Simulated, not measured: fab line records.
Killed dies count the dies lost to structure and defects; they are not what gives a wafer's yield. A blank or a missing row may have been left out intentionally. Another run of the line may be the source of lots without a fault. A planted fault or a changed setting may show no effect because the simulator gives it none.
Matching of chambers | flow sfq_line | SFQ_TRILAYER_I4_CMP_CMP_100 on cmp-02: 4 sister chambers
The step polishes SiO2. 8 wafers are shown with their chamber, then 7 later ones without.

== WAFERS, EACH WITH ITS CHAMBER ==
wafer  | chamber | motor_current_A (A) | time_to_endpoint_s (s)
L718.4 | 3       | 9.4                 | 222
L718.6 | 1       | 11.2                | 230
L719.2 | 1       | 11.4                | 222
L719.4 | 2       | 9.4                 | 209
L719.6 | 2       | 9.3                 | 210
L720.4 | 0       | 9.9                 | 217
L731.1 | 0       | 10.4                | 211
L731.4 | 3       | 9.4                 | 217

== WAFERS WITHOUT THEIR CHAMBER ==
wafer  | motor_current_A (A) | time_to_endpoint_s (s)
L731.5 | 11.7                | 227
L732.4 | 9.1                 | 237
L732.2 | 10.2                | 220
L732.3 | 11.3                | 230
L733.1 | 10.2                | 217
L733.3 | 9.6                 | 229
L733.5 | 9.2                 | 232

== CHAMBER TAKEN BY EACH ==
wafer  | from the rows above | in truth
L731.5 | 1                   | 1
L732.4 | 3                   | 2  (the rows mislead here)
L732.2 | 0                   | 0
L732.3 | 1                   | 1
L733.1 | 0                   | 0
L733.3 | 3                   | 3
L733.5 | 3                   | 3
Correct placement for 6 of the 7. From these rows, 0 cannot be placed. Number placed wrongly: 1.
How it was worked out, from the rows above alone: a wafer's distance from a chamber is the root of the sum, over the readings, of the square of ((its reading less the chamber's mean) divided by the reading's scatter). The wafer belongs to the nearest chamber; if the next one is less than 2 further off, it can't be placed. For every chamber, the mean is computed from those of its wafers that are shown. The scatter is the square root of a quotient: the sum, over the shown wafers, of each reading's squared deviation from its chamber's mean, divided by wafers minus chambers.
